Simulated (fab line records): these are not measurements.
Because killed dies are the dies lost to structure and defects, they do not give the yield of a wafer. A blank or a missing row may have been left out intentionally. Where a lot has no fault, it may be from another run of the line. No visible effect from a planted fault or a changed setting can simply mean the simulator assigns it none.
What tool caused it? / flow sky130 / 15 lots, 45 wafers sampled, at 5 steps of a route of 708

== WHAT THE GAUGES SHOWED, per wafer ==
SKY_FIELD_ISO_THK_MEAS_25. Usual: for FIELD_ISO_CVD_24_THK the level is 594 nm and the standard deviation is 5.3.
lot=L367; measured=day 2 15:59; on=filmMetro-02; FIELD_ISO_CVD_24_THK (nm)=597 601 594; flag=
lot=L368; measured=day 2 19:57; on=filmMetro-02; FIELD_ISO_CVD_24_THK (nm)=592 582 584; flag=
lot=L369; measured=day 3 00:13; on=filmMetro-04; FIELD_ISO_CVD_24_THK (nm)=600 597 599; flag=
lot=L370; measured=day 3 04:17; on=filmMetro-04; FIELD_ISO_CVD_24_THK (nm)=594 597 592; flag=
lot=L371; measured=day 3 10:06; on=filmMetro-02; FIELD_ISO_CVD_24_THK (nm)=597 588 589; flag=
lot=L372; measured=day 3 15:56; on=filmMetro-04; FIELD_ISO_CVD_24_THK (nm)=595 603 600; flag=
lot=L374; measured=day 4 00:56; on=filmMetro-02; FIELD_ISO_CVD_24_THK (nm)=592 597 590; flag=
lot=L375; measured=day 4 08:26; on=filmMetro-04; FIELD_ISO_CVD_24_THK (nm)=601 601 594; flag=
lot=L376; measured=day 4 13:14; on=filmMetro-02; FIELD_ISO_CVD_24_THK (nm)=584 593 590; flag=
lot=L377; measured=day 4 18:40; on=filmMetro-02; FIELD_ISO_CVD_24_THK (nm)=587 589 598; flag=
lot=L379; measured=day 5 06:57; on=filmMetro-02; FIELD_ISO_CVD_24_THK (nm)=593 595 597; flag=
lot=L384; measured=day 6 04:59; on=filmMetro-04; FIELD_ISO_CVD_24_THK (nm)=592 596 593; flag=
lot=L386; measured=day 6 15:25; on=filmMetro-01; FIELD_ISO_CVD_24_THK (nm)=586 596 595; flag=
lot=L387; measured=day 6 19:32; on=filmMetro-04; FIELD_ISO_CVD_24_THK (nm)=595 602 594; flag=
lot=L388; measured=day 7 02:28; on=filmMetro-04; FIELD_ISO_CVD_24_THK (nm)=592 592 593; flag=

SKY_NWELL_RS_MEAS_29: uses a four-point probe to measure. Usual: for NWELL_RS the level is 624.1 ohm/sq and the standard deviation is 1.8.
lot=L367; measured=day 5 17:19; on=filmMetro-03; NWELL_RS (ohm/sq)=622.0 623.6 622.6; flag=
lot=L368; measured=day 5 21:12; on=filmMetro-03; NWELL_RS (ohm/sq)=620.2 622.4 621.2; flag=
lot=L369; measured=day 6 01:11; on=filmMetro-03; NWELL_RS (ohm/sq)=624.5 623.8 625.3; flag=
lot=L370; measured=day 6 05:01; on=filmMetro-03; NWELL_RS (ohm/sq)=622.5 624.0 623.3; flag=
lot=L371; measured=day 6 15:14; on=filmMetro-04; NWELL_RS (ohm/sq)=625.3 623.9 624.4; flag=
lot=L372; measured=day 6 20:06; on=filmMetro-03; NWELL_RS (ohm/sq)=623.4 623.8 622.6; flag=
lot=L374; measured=day 7 08:24; on=filmMetro-04; NWELL_RS (ohm/sq)=625.0 626.1 626.9; flag=
lot=L375; measured=day 7 15:40; on=filmMetro-04; NWELL_RS (ohm/sq)=648.4 647.2 647.5; flag=OFF
lot=L376; measured=day 7 20:26; on=filmMetro-04; NWELL_RS (ohm/sq)=652.6 650.2 650.7; flag=OFF
lot=L377; measured=day 8 04:26; on=filmMetro-03; NWELL_RS (ohm/sq)=649.4 648.2 649.6; flag=OFF
lot=L379; measured=day 8 19:30; on=filmMetro-03; NWELL_RS (ohm/sq)=624.4 622.6 623.5; flag=
lot=L384; measured=day 9 15:49; on=filmMetro-04; NWELL_RS (ohm/sq)=622.7 622.7 623.2; flag=
lot=L386; measured=day 10 04:19; on=filmMetro-03; NWELL_RS (ohm/sq)=624.2 624.2 623.7; flag=
lot=L387; measured=day 10 11:49; on=filmMetro-03; NWELL_RS (ohm/sq)=623.5 622.7 624.3; flag=
lot=L388; measured=day 10 22:06; on=filmMetro-04; NWELL_RS (ohm/sq)=624.5 624.1 623.6; flag=

SKY_LDD_P_CD_MEAS_07: the cd target is 380 nm. Usual: cdNm 380.1 nm, standard deviation 2.9.
lot=L367; measured=day 19 13:04; on=cdSem-01; cdNm (nm)=382.3 381.1 380.8; flag=
lot=L368; measured=day 19 17:08; on=cdSem-02; cdNm (nm)=383.3 381.9 383.5; flag=
lot=L369; measured=day 20 00:26; on=cdSem-01; cdNm (nm)=381.0 384.7 383.7; flag=
lot=L370; measured=day 20 11:59; on=cdSem-02; cdNm (nm)=375.3 376.2 379.0; flag=
lot=L371; measured=day 20 21:17; on=cdSem-01; cdNm (nm)=383.9 382.9 383.8; flag=
lot=L372; measured=day 21 03:37; on=cdSem-01; cdNm (nm)=381.0 380.6 380.6; flag=
lot=L374; measured=day 22 01:56; on=cdSem-02; cdNm (nm)=379.5 377.9 380.1; flag=
lot=L379; measured=day 24 03:12; on=cdSem-01; cdNm (nm)=379.8 378.5 379.7; flag=
lot=L384; measured=day 25 08:40; on=cdSem-01; cdNm (nm)=386.5 385.1 386.9; flag=
lot=L386; measured=day 25 22:25; on=cdSem-01; cdNm (nm)=382.3 382.5 383.1; flag=
lot=L387; measured=day 26 11:25; on=cdSem-02; cdNm (nm)=382.2 376.8 377.8; flag=
lot=L388; measured=day 27 01:15; on=cdSem-01; cdNm (nm)=379.8 380.9 381.4; flag=

== TOOL THAT RAN EACH LOT (tool first, then ch and the chambers of the sampled wafers, then the start) ==
lot=L367; SKY_FIELD_ISO_CMP_27=cmp-01 ch 1,2,3, day 2 18:38; SKY_NWELL_IMPLANT_13=implanter-01 ch 0, day 4 22:41
lot=L368; SKY_FIELD_ISO_CMP_27=cmp-02 ch 0,1,3, day 2 21:30; SKY_NWELL_IMPLANT_13=implanter-03 ch 0, day 5 03:13
lot=L369; SKY_FIELD_ISO_CMP_27=cmp-02 ch 1,2,3, day 3 03:01; SKY_NWELL_IMPLANT_13=implanter-01 ch 0, day 5 06:26
lot=L370; SKY_FIELD_ISO_CMP_27=cmp-02 ch 1,2,3, day 3 05:56; SKY_NWELL_IMPLANT_13=implanter-02 ch 0, day 5 10:16
lot=L371; SKY_FIELD_ISO_CMP_27=cmp-01 ch 0,1,2, day 3 11:44; SKY_NWELL_IMPLANT_13=implanter-02 ch 0, day 5 19:43
lot=L372; SKY_FIELD_ISO_CMP_27=cmp-01 ch 1,3, day 3 18:31; SKY_NWELL_IMPLANT_13=implanter-03 ch 0, day 6 00:39
lot=L374; SKY_FIELD_ISO_CMP_27=cmp-01 ch 2,3, day 4 02:58; SKY_NWELL_IMPLANT_13=implanter-01 ch 0, day 6 12:38
lot=L375; SKY_FIELD_ISO_CMP_27=cmp-01 ch 0,3, day 4 11:06; SKY_NWELL_IMPLANT_13=implanter-02, day 6 20:19
lot=L376; SKY_FIELD_ISO_CMP_27=cmp-01 ch 0,1,3, day 4 15:26; SKY_NWELL_IMPLANT_13=implanter-03, day 6 23:43
lot=L377; SKY_FIELD_ISO_CMP_27=cmp-02 ch 0,1,3, day 4 20:48; SKY_NWELL_IMPLANT_13=implanter-03, day 7 07:59
lot=L379; SKY_FIELD_ISO_CMP_27=cmp-01 ch 0,1, day 5 08:30; SKY_NWELL_IMPLANT_13=implanter-01 ch 0, day 7 22:19
lot=L384; SKY_FIELD_ISO_CMP_27=cmp-01 ch 0,1,3, day 6 06:33; SKY_NWELL_IMPLANT_13=implanter-02 ch 0, day 8 19:40
lot=L386; SKY_FIELD_ISO_CMP_27=cmp-01 ch 1,3, day 6 17:02; SKY_NWELL_IMPLANT_13=implanter-03 ch 0, day 9 06:24
lot=L387; SKY_FIELD_ISO_CMP_27=cmp-01 ch 1,2,3, day 6 21:12; SKY_NWELL_IMPLANT_13=implanter-03 ch 0, day 9 12:53
lot=L388; SKY_FIELD_ISO_CMP_27=cmp-01 ch 1,3, day 7 05:08; SKY_NWELL_IMPLANT_13=implanter-02 ch 0, day 9 23:01
- SKY_FIELD_ISO_CMP_27: polishes, stops on Si3N4, t overpolish 16 s, target thk 457.8 nm.
- SKY_NWELL_IMPLANT_13

== AS READ BY THE TOOLS THEMSELVES (means over the sampled wafers that have a number; for cases with no such wafer, the mark the record gives instead) ==
SKY_FIELD_ISO_CMP_27. Usual: motorCurrentA 12.0 A, standard deviation 1.1; overpolishRunS 15.999 s, standard deviation 0.0093; timeToEndpointS 111 s, standard deviation 3.2.
lot=L367; tool=cmp-01; motorCurrentA (A)=12.3; overpolishRunS (s)=16.001; timeToEndpointS (s)=114; flag=
lot=L368; tool=cmp-02; motorCurrentA (A)=11.8; overpolishRunS (s)=16.002; timeToEndpointS (s)=106; flag=
lot=L369; tool=cmp-02; motorCurrentA (A)=11.9; overpolishRunS (s)=16.005; timeToEndpointS (s)=108; flag=
lot=L370; tool=cmp-02; motorCurrentA (A)=12.0; overpolishRunS (s)=15.996; timeToEndpointS (s)=109; flag=
lot=L371; tool=cmp-01; motorCurrentA (A)=11.6; overpolishRunS (s)=16.010; timeToEndpointS (s)=110; flag=
lot=L372; tool=cmp-01; motorCurrentA (A)=13.1; overpolishRunS (s)=15.998; timeToEndpointS (s)=115; flag=
lot=L374; tool=cmp-01; motorCurrentA (A)=12.6; overpolishRunS (s)=16.006; timeToEndpointS (s)=110; flag=
lot=L375; tool=cmp-01; motorCurrentA (A)=13.1; overpolishRunS (s)=15.995; timeToEndpointS (s)=113; flag=
lot=L376; tool=cmp-01; motorCurrentA (A)=11.9; overpolishRunS (s)=15.991; timeToEndpointS (s)=108; flag=
lot=L377; tool=cmp-02; motorCurrentA (A)=11.7; overpolishRunS (s)=16.002; timeToEndpointS (s)=111; flag=
lot=L379; tool=cmp-01; motorCurrentA (A)=10.6; overpolishRunS (s)=15.998; timeToEndpointS (s)=114; flag=
lot=L384; tool=cmp-01; motorCurrentA (A)=12.5; overpolishRunS (s)=15.997; timeToEndpointS (s)=113; flag=
lot=L386; tool=cmp-01; motorCurrentA (A)=11.6; overpolishRunS (s)=16.006; timeToEndpointS (s)=115; flag=
lot=L387; tool=cmp-01; motorCurrentA (A)=11.8; overpolishRunS (s)=16.003; timeToEndpointS (s)=108; flag=
lot=L388; tool=cmp-01; motorCurrentA (A)=11.9; overpolishRunS (s)=16.000; timeToEndpointS (s)=114; flag=

SKY_NWELL_IMPLANT_13. Usual: beamEnergyKeV 49.997, standard deviation 0.018; beamOnS 10.01 s, standard deviation 0.21; doseIonsCm2 7e+11, standard deviation 7.7e+08.
lot=L367; tool=implanter-01; beamEnergyKeV=49.971; beamOnS (s)=9.89; doseIonsCm2=7e+11; flag=
lot=L368; tool=implanter-03; beamEnergyKeV=50.006; beamOnS (s)=9.99; doseIonsCm2=7e+11; flag=
lot=L369; tool=implanter-01; beamEnergyKeV=50.002; beamOnS (s)=10.07; doseIonsCm2=7e+11; flag=
lot=L370; tool=implanter-02; beamEnergyKeV=50.010; beamOnS (s)=9.95; doseIonsCm2=7e+11; flag=
lot=L371; tool=implanter-02; beamEnergyKeV=50.005; beamOnS (s)=10.25; doseIonsCm2=7e+11; flag=
lot=L372; tool=implanter-03; beamEnergyKeV=49.986; beamOnS (s)=9.93; doseIonsCm2=7e+11; flag=
lot=L374; tool=implanter-01; beamEnergyKeV=50.012; beamOnS (s)=10.18; doseIonsCm2=7e+11; flag=
lot=L375; tool=implanter-02; beamEnergyKeV=-; beamOnS (s)=-; doseIonsCm2=-; flag=OFF
lot=L376; tool=implanter-03; beamEnergyKeV=-; beamOnS (s)=-; doseIonsCm2=-; flag=OFF
lot=L377; tool=implanter-03; beamEnergyKeV=-; beamOnS (s)=-; doseIonsCm2=-; flag=OFF
lot=L379; tool=implanter-01; beamEnergyKeV=50.006; beamOnS (s)=9.99; doseIonsCm2=7e+11; flag=
lot=L384; tool=implanter-02; beamEnergyKeV=49.998; beamOnS (s)=10.09; doseIonsCm2=7e+11; flag=
lot=L386; tool=implanter-03; beamEnergyKeV=49.987; beamOnS (s)=10.21; doseIonsCm2=7e+11; flag=
lot=L387; tool=implanter-03; beamEnergyKeV=49.982; beamOnS (s)=10.05; doseIonsCm2=7e+11; flag=
lot=L388; tool=implanter-02; beamEnergyKeV=50.018; beamOnS (s)=9.98; doseIonsCm2=7e+11; flag=

== THE ANSWER, worked out from the rows above alone ==
Rule: a lot counts as off when the mean over its wafers that have a number is more than 3 standard deviations away from the usual mean. A lot without any number at a reading at which 4 lots or more have one is off too. Any other lot the step has rows for is counted as sound. The gauges are gone through in route order, then the tools' own readings, and for those a lot's mean is taken as printed above. At the first step where some lot is off, the reading lying furthest off is the one used; lots without a number count as furthest.
Off: L375, L376, L377, seen at SKY_NWELL_RS_MEAS_29 (NWELL_RS).
A tool fits if, at a process step before that reading, it ran every lot that is off, and no sound lot after the first of them. The gauges at SKY_NWELL_RS_MEAS_29 aren't tried: what is off there is off at SKY_NWELL_IMPLANT_13 too, on other tools, and a gauge's error can't cause that. No candidate that was tried fits.

== WHAT WAS PUT IN BY THE SIMULATOR ==
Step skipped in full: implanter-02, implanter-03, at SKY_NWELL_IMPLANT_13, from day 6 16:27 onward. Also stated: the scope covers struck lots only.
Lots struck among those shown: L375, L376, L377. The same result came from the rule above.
